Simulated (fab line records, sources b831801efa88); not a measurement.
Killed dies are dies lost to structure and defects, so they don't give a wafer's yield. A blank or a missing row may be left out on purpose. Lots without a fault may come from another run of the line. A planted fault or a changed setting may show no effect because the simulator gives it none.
A struck lot beside a sound one | flow gf180mcu | 18 steps out of a route of 602
Sound: wafers L578.1, L578.2, L578.5. Struck: wafers L579.2, L579.4, L579.6. The cause comes at the end.
At each step with rows: each side's tool, then ch and its chambers, then its first start. Under that, the readings that differ: sound wafers | struck wafers | difference of the means | sigmas: that difference in standard deviations of wafers without a fault.
alike: readings whose means differ by less than 2 such deviations, and words and numbers that are the same on both sides. not compared: withheld readings, readings that some wafer has no value for, bounds like >300 that may hide the same value, and numbers for which the record gives no deviation and whose values overlap.
The two part at a step that has a row with sigmas, a row that says differs or no value, or rows on one side only. Numbers that don't overlap but have no deviation are shown without sigmas and don't part them. A reading that every wafer of one side lacks parts them only if that side has two wafers or more.

first, 3 steps without rows for these wafers: GF_V2_EXPOSE_11 (exposes mask Via2, target cd 260 nm); GF_V2_PEB_12 (peb time 90 s); GF_V2_DEVELOP_13 (develop time 60 s).
GF_V2_CD_MEAS_14: target cd 260 nm.
  sound on cd_sem-01, day 20 22:55; struck on cd_sem-01, day 21 02:19
  alike: cd_nm
GF_V2_OVL_MEAS_15:
  sound on overlay-01, day 20 23:02; struck on overlay-02, day 21 02:25
  alike: V2_OVL
GF_V2_ETCH_16: etches BARC in N2/H2.
  sound on rie_diel-01 ch 1,2,3, day 20 23:04; struck on rie_diel-01 ch 0,1,2, day 21 02:27
  alike: drypump_motor_current_A, oes_product_au, throttle_valve_pct
GF_V2_ETCH_17: etches SiO2 in C4F8/O2/Ar, stops on TiN, target depth 630 nm.
  sound on rie_diel-01 ch 1,2,3; struck on rie_diel-01 ch 0,1,2
  alike: oes_product_au
GF_V2_STRIP_18: strips in O2/N2.
  sound on plasma_asher-03 ch 0,1, day 20 23:12; struck on plasma_asher-01 ch 0,1, day 21 02:35
  alike: drypump_motor_current_A, heater_power_w, oes_product_au
  not compared: rf_hours_counter_h
then, 3 steps without rows for these wafers: GF_V2_STRIP_19 (strips in post etch residue remover, time 1200 s); GF_V2_CLEAN_20 (cleans in DIW); GF_V2_SPUTTER_21 (material Ti, target thk 15 nm, time 80.02 s).
GF_V2_SPUTTER_22: material TiN, target thk 10 nm, time 40 s.
  sound on pvd_sputter-03, day 20 23:49; struck on pvd_sputter-03, day 21 03:11
  alike: throttle_valve_pct
GF_V2_CVD_23: deposits W, target thk 350 nm, time 104.94 s.
  sound on cvd_w-01 ch 0,1, day 20 23:51; struck on cvd_w-01 ch 0,1, day 21 03:13
  reading                          | sound                | struck               | difference | sigmas
  susceptor_temp_C (C)             | 400.02 400.45 400.09 | 392.78 393.02 393.34 | -7.14      | -30
  model.W_of_V2_CVD_23.thk_nm (nm) | 343.8 349.5 344.8    | 312.8 314.9 318.4    | -30.7      |
  alike: heater_power_w
GF_V2_RS_MEAS_24: measures by four-point-probe.
  sound on film_metro-02, day 20 23:58; struck on film_metro-02, day 21 03:38
  reading          | sound             | struck            | difference | sigmas
  V2_W_RS (ohm/sq) | 0.332 0.326 0.331 | 0.366 0.363 0.360 | +0.033     | +10
  not compared: hold
GF_V2_THK_MEAS_25: measures by xrf.
  sound on film_metro-02, day 21 00:05; struck on film_metro-02, day 21 05:05
  reading       | sound       | struck      | difference | sigmas
  V2_W_THK (nm) | 356 361 357 | 322 325 327 | -33        | -7
  not compared: hold
GF_V2_CMP_26: polishes, stops on SiO2, t overpolish 15 s, target thk 0 nm.
  sound on cmp-01 ch 0,1, day 21 00:08; struck on cmp-02 ch 0,3, day 21 08:14
  reading                | sound    | struck                                                                     | difference                   | sigmas
  hold                   | - - -    | await_dispo/3.1h/release await_dispo/3.1h/release await_dispo/3.1h/release | no value on the sound wafers |
  time_to_endpoint_s (s) | 87 85 90 | 77 77 78                                                                   | -10                          | -3
  alike: head_pressure_psi, motor_current_A
GF_M3_SPUTTER_00: material Ti, target thk 37.5 nm, time 150 s.
  sound on pvd_sputter-02, day 21 00:26; struck on pvd_sputter-01, day 21 08:32
  alike: throttle_valve_pct
then, 1 step without rows for these wafers: GF_PASSIVATION_PROBE_99.

WHERE THEY PART
First at GF_V2_CVD_23; last, within this record, at GF_V2_CMP_26. Later steps at which nothing parts them and some readings are alike: GF_M3_SPUTTER_00.

WHY: what the simulator had put in
Process parameter drift: cvd_w-01, from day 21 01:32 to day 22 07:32, at GF_V2_CVD_23. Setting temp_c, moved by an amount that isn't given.
